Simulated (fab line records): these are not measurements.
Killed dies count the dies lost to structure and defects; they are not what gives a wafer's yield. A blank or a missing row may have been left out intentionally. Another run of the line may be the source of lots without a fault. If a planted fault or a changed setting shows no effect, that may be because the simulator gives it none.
Which tool did it? | flow gf180mcu | 72 wafers from 24 lots sampled at 6 of the route's 602 steps

## WHAT EACH GAUGE READ, for each wafer
GF_STI_THK_MEAS_30.
lot  | measured    | on           | STI_OXIDATION_02_THK (nm)
L074 | day 2 06:26 | filmMetro-01 | 9.61 9.82 9.66
L075 | day 2 11:16 | filmMetro-02 | 9.94 9.95 9.98
L076 | day 2 16:21 | filmMetro-03 | 9.86 10.05 10.04
L077 | day 2 21:59 | filmMetro-01 | 9.87 9.84 9.77
L078 | day 3 03:12 | filmMetro-03 | 9.95 10.00 9.85
L079 | day 3 08:24 | filmMetro-02 | 9.45 9.41 9.54
L080 | day 3 13:28 | filmMetro-03 | 9.89 9.97 9.80
L081 | day 3 19:46 | filmMetro-02 | 9.51 9.82 9.59
L082 | day 4 00:18 | filmMetro-03 | 9.95 10.08 9.85
L083 | day 4 04:34 | filmMetro-02 | 10.23 10.16 10.07
L084 | day 4 10:09 | filmMetro-02 | 10.01 10.27 10.37
L085 | day 4 15:59 | filmMetro-03 | 9.89 9.99 9.96
L086 | day 4 19:37 | filmMetro-01 | 9.77 9.80 9.90
L087 | day 5 01:35 | filmMetro-03 | 9.93 9.91 9.95
L088 | day 5 11:03 | filmMetro-03 | 9.94 9.93 9.63
L089 | day 5 18:14 | filmMetro-01 | 10.24 10.29 10.02
L090 | day 5 22:16 | filmMetro-02 | 9.86 9.66 9.95
L091 | day 6 00:34 | filmMetro-01 | 9.81 9.75 9.98
L092 | day 6 03:29 | filmMetro-03 | 10.00 10.03 9.92
L093 | day 6 12:33 | filmMetro-03 | 9.67 9.85 9.85
L094 | day 6 17:08 | filmMetro-03 | 9.99 9.91 9.89
L095 | day 7 00:08 | filmMetro-03 | 9.91 9.98 9.89
L096 | day 7 04:31 | filmMetro-03 | 9.92 9.99 9.98
L097 | day 7 08:53 | filmMetro-02 | 9.87 9.79 9.97

GF_VT_IMPLANT_RS_MEAS_47: a four-point-probe measurement.
lot  | measured     | on           | NWELL_RS (ohm/sq)
L074 | day 7 18:49  | filmMetro-02 | 487.8 490.0 489.9
L075 | day 8 00:35  | filmMetro-02 | 487.1 488.8 488.9
L076 | day 8 06:19  | filmMetro-02 | 489.3 487.8 488.2
L077 | day 8 14:07  | filmMetro-01 | 490.4 490.2 490.1
L078 | day 8 20:04  | filmMetro-04 | 486.4 487.3 487.1
L079 | day 9 04:32  | filmMetro-01 | 487.1 486.8 488.5
L080 | day 9 12:13  | filmMetro-04 | 486.8 488.5 488.5
L081 | day 9 16:46  | filmMetro-01 | 489.9 488.3 489.8
L082 | day 9 23:00  | filmMetro-02 | 487.6 486.9 486.8
L083 | day 10 08:25 | filmMetro-01 | 488.4 489.5 488.3
L084 | day 10 10:16 | filmMetro-01 | 488.9 487.9 488.0
L085 | day 10 18:37 | filmMetro-01 | 487.8 486.5 486.4
L086 | day 11 00:32 | filmMetro-02 | 487.8 486.5 487.9
L087 | day 11 07:58 | filmMetro-04 | 486.6 487.6 486.2
L088 | day 11 19:43 | filmMetro-04 | 488.2 488.5 488.5
L089 | day 12 06:07 | filmMetro-01 | 488.4 487.8 487.9
L090 | day 12 11:49 | filmMetro-04 | 488.6 488.1 490.2
L091 | day 12 13:37 | filmMetro-04 | 487.1 487.1 487.9
L092 | day 12 19:20 | filmMetro-02 | 488.2 486.8 486.7
L093 | day 13 06:47 | filmMetro-01 | 488.0 489.5 487.9
L094 | day 13 11:48 | filmMetro-02 | 488.7 486.4 487.9
L095 | day 13 21:41 | filmMetro-01 | 489.8 489.1 488.0
L096 | day 14 03:31 | filmMetro-02 | 489.5 490.8 489.7
L097 | day 14 10:10 | filmMetro-04 | 487.9 488.8 488.5

GF_CONTACT_THK_MEAS_26: measures by xrf.
lot  | measured     | on           | CONTACT_W_THK (nm)
L074 | day 16 20:16 | filmMetro-04 | 310 315 316
L075 | day 17 07:50 | filmMetro-02 | 319 314 313
L076 | day 17 08:28 | filmMetro-02 | 316 311 316
L077 | day 17 19:09 | filmMetro-02 | 319 310 320
L078 | day 18 11:07 | filmMetro-04 | 309 310 318
L079 | day 18 20:26 | filmMetro-01 | 317 316 315
L080 | day 19 02:10 | filmMetro-02 | 320 313 323
L081 | day 19 17:35 | filmMetro-02 | 313 318 313
L082 | day 19 16:25 | filmMetro-01 | 315 315 317
L083 | day 20 01:56 | filmMetro-04 | 311 311 312
L084 | day 20 08:04 | filmMetro-02 | 318 314 317
L085 | day 20 15:37 | filmMetro-01 | 310 313 314
L086 | day 21 00:05 | filmMetro-02 | 319 312 315
L087 | day 21 09:01 | filmMetro-02 | 319 322 317
L088 | day 22 00:19 | filmMetro-04 | 314 311 311
L089 | day 22 12:17 | filmMetro-02 | 310 310 311
L090 | day 22 15:08 | filmMetro-01 | 313 309 314
L091 | day 22 23:30 | filmMetro-01 | 316 312 316
L092 | day 23 04:51 | filmMetro-04 | 313 311 316
L093 | day 23 15:47 | filmMetro-04 | 309 313 305
L094 | day 23 21:08 | filmMetro-01 | 308 316 307
L095 | day 24 10:05 | filmMetro-01 | 308 315 317
L096 | day 24 13:37 | filmMetro-01 | 313 309 318
L097 | day 24 21:54 | filmMetro-01 | 315 312 309

GF_V3_CD_MEAS_14: the cd target is 260 nm.
lot  | measured     | on       | cdNm (nm)
L074 | day 23 04:47 | cdSem-01 | 257.9 258.5 257.5
L075 | day 23 15:23 | cdSem-02 | 259.7 259.1 259.5
L076 | day 23 17:17 | cdSem-02 | 258.4 258.4 258.2
L077 | day 24 03:17 | cdSem-01 | 261.1 260.5 260.3
L078 | day 24 20:19 | cdSem-02 | 260.0 260.7 260.2
L079 | day 25 04:10 | cdSem-02 | 261.5 260.7 261.0
L080 | day 25 08:41 | cdSem-01 | 261.7 262.1 262.0
L081 | day 25 22:04 | cdSem-01 | 258.8 260.3 259.7
L082 | day 25 21:23 | cdSem-02 | 259.4 260.5 259.3
L083 | day 26 05:59 | cdSem-01 | 258.1 258.6 258.4
L084 | day 26 09:57 | cdSem-01 | 258.9 259.4 259.1
L085 | day 26 17:29 | cdSem-01 | 259.4 259.5 258.0
L086 | day 26 23:40 | cdSem-02 | 259.0 260.6 260.5
L087 | day 27 07:07 | cdSem-01 | 260.6 260.5 260.0
L088 | day 27 20:07 | cdSem-02 | 258.7 259.2 258.7
L089 | day 28 07:42 | cdSem-02 | 260.3 260.3 260.3
L090 | day 28 09:29 | cdSem-02 | 261.1 259.5 260.6
L091 | day 28 17:29 | cdSem-01 | 260.9 260.6 259.6
L092 | day 28 22:30 | cdSem-02 | 259.0 259.0 259.3
L093 | day 29 06:55 | cdSem-02 | 259.6 259.2 260.0
L094 | day 29 12:08 | cdSem-02 | 259.7 260.4 260.2
L095 | day 29 23:37 | cdSem-01 | 260.5 260.7 259.3
L096 | day 30 02:14 | cdSem-01 | 256.6 256.4 256.6
L097 | day 30 08:28 | cdSem-02 | 259.7 260.0 259.7

## WHAT TOOL EACH LOT RAN ON (gives the tool, then ch and the chambers of the sampled wafers, and finally the start)
lot  | GF_STI_ETCH_13                   | GF_M2_SPUTTER_04
L074 | rieDiel-04 ch 2,3, day 2 01:47   | pvdSputter-04, day 18 23:43
L075 | rieDiel-04 ch 0,2, day 2 06:26   | pvdSputter-03, day 19 11:50
L076 | rieDiel-03 ch 2,3, day 2 12:07   | pvdSputter-02, day 19 12:37
L077 | rieDiel-04 ch 1,2, day 2 16:59   | pvdSputter-02, day 20 00:01
L078 | rieDiel-03 ch 0,1,3, day 2 22:17 | pvdSputter-02, day 20 16:51
L079 | rieDiel-04 ch 0,2,3, day 3 04:07 | pvdSputter-02, day 21 01:43
L080 | rieDiel-04 ch 0,1,3, day 3 09:05 | pvdSputter-04, day 21 07:17
L081 | rieDiel-03 ch 1,2, day 3 14:49   | pvdSputter-03, day 21 23:03
L082 | rieDiel-02 ch 1,2, day 3 19:35   | pvdSputter-02, day 21 21:37
L083 | rieDiel-03 ch 1,2,3, day 4 00:20 | pvdSputter-04, day 22 06:50
L084 | rieDiel-04 ch 1,2,3, day 4 05:40 | pvdSputter-02, day 22 11:42
L085 | rieDiel-04 ch 2,3, day 4 10:31   | pvdSputter-03, day 22 19:11
L086 | rieDiel-03 ch 0,2,3, day 4 15:16 | pvdSputter-02, day 23 03:08
L087 | rieDiel-02 ch 0,1,3, day 4 20:14 | pvdSputter-02, day 23 12:08
L088 | rieDiel-03 ch 0,2,3, day 5 02:25 | pvdSputter-02, day 24 01:56
L089 | rieDiel-04 ch 0,2,3, day 5 06:37 | pvdSputter-04, day 24 13:42
L090 | rieDiel-02 ch 0,3, day 5 11:58   | pvdSputter-03, day 24 15:58
L091 | rieDiel-04 ch 0,1, day 5 17:02   | pvdSputter-03, day 25 00:32
L092 | rieDiel-04 ch 0,1,2, day 5 23:11 | pvdSputter-02, day 25 06:01
L093 | rieDiel-03 ch 1,2, day 6 07:16   | pvdSputter-03, day 25 15:18
L094 | rieDiel-02 ch 1,2,3, day 6 12:25 | pvdSputter-03, day 25 21:52
L095 | rieDiel-02 ch 1,2,3, day 6 16:23 | pvdSputter-02, day 26 09:17
L096 | rieDiel-04 ch 2,3, day 6 20:05   | pvdSputter-02, day 26 13:26
L097 | rieDiel-02 ch 0,1,3, day 7 00:16 | pvdSputter-03, day 26 20:35
- GF_STI_ETCH_13: etches the open film in CHF3/O2, stops on Si, target depth 282.31 nm, time 112.9 s.
- GF_M2_SPUTTER_04: material TiN, target thk 50 nm, time 40.11 s.

## WHAT THE TOOLS THEMSELVES READ (means of the sampled wafers that have a number; where no wafer has one, the mark that the record gives instead)
GF_STI_ETCH_13.
lot  | tool       | drypumpMotorCurrentA (A) | oesProductAu (a.u.) | throttleValvePct (%)
L074 | rieDiel-04 | 6.2                      | 0.838               | 8.813
L075 | rieDiel-04 | 5.6                      | 0.838               | 8.815
L076 | rieDiel-03 | 6.5                      | 0.833               | 8.812
L077 | rieDiel-04 | 5.7                      | 0.832               | 8.807
L078 | rieDiel-03 | 6.3                      | 0.837               | 8.818
L079 | rieDiel-04 | 5.9                      | 0.837               | 8.815
L080 | rieDiel-04 | 5.6                      | 0.835               | 8.816
L081 | rieDiel-03 | 6.2                      | 0.834               | 8.816
L082 | rieDiel-02 | 5.9                      | 0.835               | 8.821
L083 | rieDiel-03 | 6.3                      | 0.832               | 8.801
L084 | rieDiel-04 | 5.9                      | 0.832               | 8.812
L085 | rieDiel-04 | 6.2                      | 0.834               | 8.818
L086 | rieDiel-03 | 6.6                      | 0.828               | 8.814
L087 | rieDiel-02 | 5.9                      | 0.830               | 8.808
L088 | rieDiel-03 | 6.6                      | 0.828               | 8.818
L089 | rieDiel-04 | 5.9                      | 0.834               | 8.809
L090 | rieDiel-02 | 6.0                      | 0.818               | 8.800
L091 | rieDiel-04 | 5.3                      | 0.836               | 8.810
L092 | rieDiel-04 | 5.6                      | 0.834               | 8.816
L093 | rieDiel-03 | 6.0                      | 0.839               | 8.815
L094 | rieDiel-02 | 6.0                      | 0.822               | 8.815
L095 | rieDiel-02 | 6.0                      | 0.835               | 8.802
L096 | rieDiel-04 | 6.2                      | 0.836               | 8.809
L097 | rieDiel-02 | 5.9                      | 0.824               | 8.812

GF_M2_SPUTTER_04.
lot  | tool          | throttleValvePct (%)
L074 | pvdSputter-04 | 29.0
L075 | pvdSputter-03 | 28.8
L076 | pvdSputter-02 | 30.7
L077 | pvdSputter-02 | 30.6
L078 | pvdSputter-02 | 30.3
L079 | pvdSputter-02 | 30.1
L080 | pvdSputter-04 | 29.4
L081 | pvdSputter-03 | 28.9
L082 | pvdSputter-02 | 30.7
L083 | pvdSputter-04 | 29.3
L084 | pvdSputter-02 | 30.1
L085 | pvdSputter-03 | 29.0
L086 | pvdSputter-02 | 30.1
L087 | pvdSputter-02 | 30.2
L088 | pvdSputter-02 | 30.4
L089 | pvdSputter-04 | 29.3
L090 | pvdSputter-03 | 28.6
L091 | pvdSputter-03 | 29.2
L092 | pvdSputter-02 | 30.5
L093 | pvdSputter-03 | 29.0
L094 | pvdSputter-03 | 28.9
L095 | pvdSputter-02 | 30.2
L096 | pvdSputter-02 | 30.1
L097 | pvdSputter-03 | 29.1

## THE ANSWER, worked out from the rows above alone
Rule: the lots themselves supply what counts as usual. The widest of any qualifying gaps counts: lots, ordered by their means at a reading, are off when they make up no more than a third of the lots, leave a main group of 4 or more, and stand apart from it by 3 or more times the standard deviation of that group's means. A main group whose means are all the same, to the digits that the tables above print for the reading, isn't used. A lot without any number at a reading at which 4 lots or more have one is off too. The other lots that the step has rows for count as sound. Order of review: gauges by route order, followed by the tools' own readings, for which a lot's mean as printed above is used. The first step at which some lot is off is used, and at that step the reading that is off furthest; a lot without a number counts as furthest.
None of the lots is off at any reading shown; this tells nothing.

## WHAT HAD BEEN PUT IN BY THE SIMULATOR
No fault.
